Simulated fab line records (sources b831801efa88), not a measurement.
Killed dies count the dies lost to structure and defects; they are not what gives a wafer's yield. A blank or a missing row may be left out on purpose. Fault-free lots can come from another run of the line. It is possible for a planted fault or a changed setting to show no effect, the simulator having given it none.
A struck lot beside a sound one | flow sky130 | 44 out of 708 route steps
Sound: these wafers, L936.1, L936.4, L936.6. Struck: wafer L945.6. (L945.3, L945.4 of the same lot were not struck and are left out.) The cause comes at the end.
Per side, at each step with rows, come the tool, then ch with its chambers, and then its first start. Under that, the readings that differ: sound wafers | struck wafers | difference of the means | sigmas: that difference in standard deviations of wafers without a fault.
alike: same words and numbers on both sides, and readings whose means sit less than 2 such deviations apart. not compared: any withheld reading, any reading some wafer has no value for, any bound like >300 that may hide the same value, and any number with overlapping values for which the record gives no deviation.
Wherever a step has rows on one side only, a row that says differs or no value, or a row with sigmas, the two part there. Numbers that have no deviation but don't overlap get no sigmas and don't part them. A reading that every wafer of one side lacks parts them only if that side has two wafers or more.

first, 3 steps without rows for these wafers: SKY_VIA3_CLEAN_18 (cleans in IPA, time 180 s); SKY_VIA3_CLEAN_19 (cleans in O3/DIW); SKY_VIA3_SPUTTER_20 (material TiN, target thk 20 nm, time 80 s).
SKY_VIA3_CVD_21: deposits W, target thk 390 nm, time 117.31 s.
  sound on cvd_w-02 ch 0,1, day 41 17:21; struck on cvd_w-02 ch 0, day 44 04:29
  alike: heater_power_w
SKY_VIA3_RS_MEAS_22: measures by four-point-probe.
  sound on film_metro-03 at day 41 17:28; struck on film_metro-02 at day 44 04:37
  alike: VIA3_W_RS
SKY_VIA3_THK_MEAS_23: measures by xrf.
  sound on film_metro-03 at day 41 17:35; struck on film_metro-02 at day 44 04:43
  alike: VIA3_W_THK
then, 3 steps without rows for these wafers: SKY_VIA3_CMP_24 (polishes, stops on SiO2, t overpolish 20 s, target thk 0 nm); SKY_METAL4_SPUTTER_00 (material Ti, target thk 15 nm, time 10 s); SKY_METAL4_SPUTTER_01 (material TiN, target thk 20 nm, time 16.7 s).
SKY_METAL4_SPUTTER_02: material AlCu, target thk 735 nm, time 39.1 s.
  sound on pvd_sputter-01 at day 41 18:00; struck on pvd_sputter-01 at day 44 05:06
  alike: throttle_valve_pct
SKY_METAL4_SPUTTER_03: material Ti, target thk 5 nm, time 3.3 s.
  sound on pvd_sputter-01 at day 41 18:02; struck on pvd_sputter-01 at day 44 05:08
  alike: throttle_valve_pct
then, 1 step without rows for these wafers: SKY_METAL4_SPUTTER_04 (material TiN, target thk 70 nm, time 58.3 s).
SKY_CAP2M_CVD_00: deposits SiO2, target thk 15.5 nm.
  sound on pecvd-01 ch 0,2, day 41 18:07; struck on pecvd-03 ch 0, day 44 05:13
  reading                                | sound             | struck | difference | sigmas
  model.SiO2_of_CAP2M_CVD_00.thk_nm (nm) | 15.63 15.85 15.69 | 10.04  | -5.68      |
  alike: heater_power_w
SKY_CAP2M_THK_MEAS_01:
  sound on film_metro-01 at day 41 18:08; struck on film_metro-03 at day 44 05:15
  reading               | sound             | struck | difference | sigmas
  CAP2M_CVD_00_THK (nm) | 15.63 15.79 15.67 | 10.06  | -5.64      | -22
then, 1 step without rows for these wafers: SKY_CAP2M_SPUTTER_02 (material TiN, target thk 200 nm, time 166.7 s).
SKY_CAP2M_RS_MEAS_03: measures by four-point-probe.
  sound on film_metro-03 at day 41 18:18; struck on film_metro-04 at day 44 05:26
  alike: CAP2M_TIN_RS
SKY_CAP2M_THK_MEAS_04: measures by xrf.
  sound on film_metro-03 at day 41 18:25; struck on film_metro-04 at day 44 05:32
  alike: CAP2M_TIN_THK
then, 7 steps without rows for these wafers: SKY_CAP2M_DEHYDRATE_05 (time 60 s); SKY_CAP2M_HMDS_06 (prime time 60 s); SKY_CAP2M_COAT_07 (resist thk 1140 nm); SKY_CAP2M_SOFTBAKE_08 (time 60 s); SKY_CAP2M_EXPOSE_09 (exposes mask CAP2M, target cd 1000 nm); SKY_CAP2M_PEB_10; SKY_CAP2M_DEVELOP_11 (develop time 60 s).
SKY_CAP2M_OVL_MEAS_12:
  sound on overlay-01 at day 42 17:10; struck on overlay-02 at day 45 03:19
  alike: CAP2M_OVL
SKY_CAP2M_METAL_ETCH_13: etches TiN in Cl2/BCl3, stops on SiO2, target depth 220 nm, time 62.9 s.
  sound on rie_metal-03 ch 0,1, day 42 17:12; struck on rie_metal-01 ch 0, day 45 03:22
  alike: bias_w, drypump_motor_current_A, oes_product_au, throttle_valve_pct
  not compared: rf_hours_counter_h
then, 12 steps without rows for these wafers: SKY_CAP2M_STRIP_14 (strips in O2/N2); SKY_CAP2M_STRIP_15 (strips in post etch residue remover, time 1200 s); SKY_CAP2M_CLEAN_16 (cleans in IPA, time 180 s); SKY_CAP2M_CLEAN_17 (cleans in O3/DIW); SKY_METAL4_DEHYDRATE_05 (time 60 s); SKY_METAL4_HMDS_06 (prime time 60 s); SKY_METAL4_COAT_07 (resist thk 60 nm); SKY_METAL4_COAT_08 (resist thk 1140 nm); SKY_METAL4_SOFTBAKE_09 (time 90 s); SKY_METAL4_EXPOSE_10 (exposes mask MM4, target cd 300 nm); SKY_METAL4_PEB_11; SKY_METAL4_DEVELOP_12 (develop time 60 s).
SKY_METAL4_CD_MEAS_13 targets a cd of 300 nm.
  sound on cd_sem-02 at day 43 16:43; struck on cd_sem-02 at day 46 01:02
  alike: cd_nm
SKY_METAL4_OVL_MEAS_14:
  sound on overlay-01 at day 43 16:50; struck on overlay-01 at day 46 01:07
  alike: METAL4_OVL
then, 1 step without rows for these wafers: SKY_METAL4_DESCUM_15 (chemistry O2, time 8 s).
SKY_METAL4_ETCH_16: etches BARC in N2/H2, stops on SiO2, time 88.2 s, target depth 60 nm.
  sound on rie_metal-04 ch 0,1, day 43 16:54; struck on rie_metal-02 ch 1, day 46 01:14
  reading               | sound             | struck | difference | sigmas
  oes_product_au (a.u.) | 0.634 0.628 0.625 | 0.617  | -0.012     | -3
  alike: bias_w, drypump_motor_current_A, throttle_valve_pct
  not compared: rf_hours_counter_h
SKY_METAL4_ETCH_17: etches SiO2 in C4F8/O2/Ar, stops on TiN, time 3.9 s, target depth 15 nm.
  sound on rie_diel-01 ch 1,3, day 43 17:00; struck on rie_diel-01 ch 3, day 46 01:19
  reading                  | sound             | struck | difference | sigmas
  oes_product_au (a.u.)    | 0.765 0.754 0.764 | 0.612  | -0.149     | -20
  model.etch.depth_nm (nm) | 15.63 15.85 15.69 | 10.04  | -5.68      |
  alike: bias_w
  not compared: rf_hours_counter_h
-- the record jumps here: 3 days lie between the struck wafers' starts before and after (it left off in module METAL4 and takes up again in module PAD_OPEN, whose first step shown is number 708 of the route) --
SKY_PAD_OPEN_PROBE_99:
  sound on prober-01 at day 47 13:23; struck on prober-02 at day 49 13:05
  reading                               | sound                | struck    | difference | sigmas
  killed_at_M0_to_M3                    | 40 41 43             | 29        | -12        | -2
  model.etest.tester.sort_n_pass        | 413 412 398          | 0         | -408       |
  model.etest.tester.sort_bin_5_pct (%) | 9.756 9.756 11.59    | 93.09     | +82.72     |
  model.etest.tester.sort_yield_pct (%) | 83.94 83.74 80.89    | 0         | -83        |
  model.etest.cap_mim2.bv_v (V)         | 14.08 14.31 13.57    | 9.113     | -4.874     |
  model.etest.cap_mim2.leak_log10_a_cm2 | -9.077 -9.268 -9.095 | -6.762    | +2.385     |
  model.etest.cap_mim2.c_ff_um2         | 2.318 2.278 2.302    | 3.593     | +1.294     |
  model.etest.tester.sort_bin_8_pct (%) | 0 0 0                | 2.879e-13 | +2.879e-13 |
  alike: defect_limited_yield, killed_at_M4_up, killed_at_contacts, killed_at_front_end, killed_at_other, killed_dies, killed_open, killed_short
  not compared: model.etest.tester.sort_bin_4_pct

## WHERE THEY PART
Last at SKY_PAD_OPEN_PROBE_99 as far as this record goes, first at SKY_CAP2M_THK_MEAS_01.

WHY: what the simulator had put in
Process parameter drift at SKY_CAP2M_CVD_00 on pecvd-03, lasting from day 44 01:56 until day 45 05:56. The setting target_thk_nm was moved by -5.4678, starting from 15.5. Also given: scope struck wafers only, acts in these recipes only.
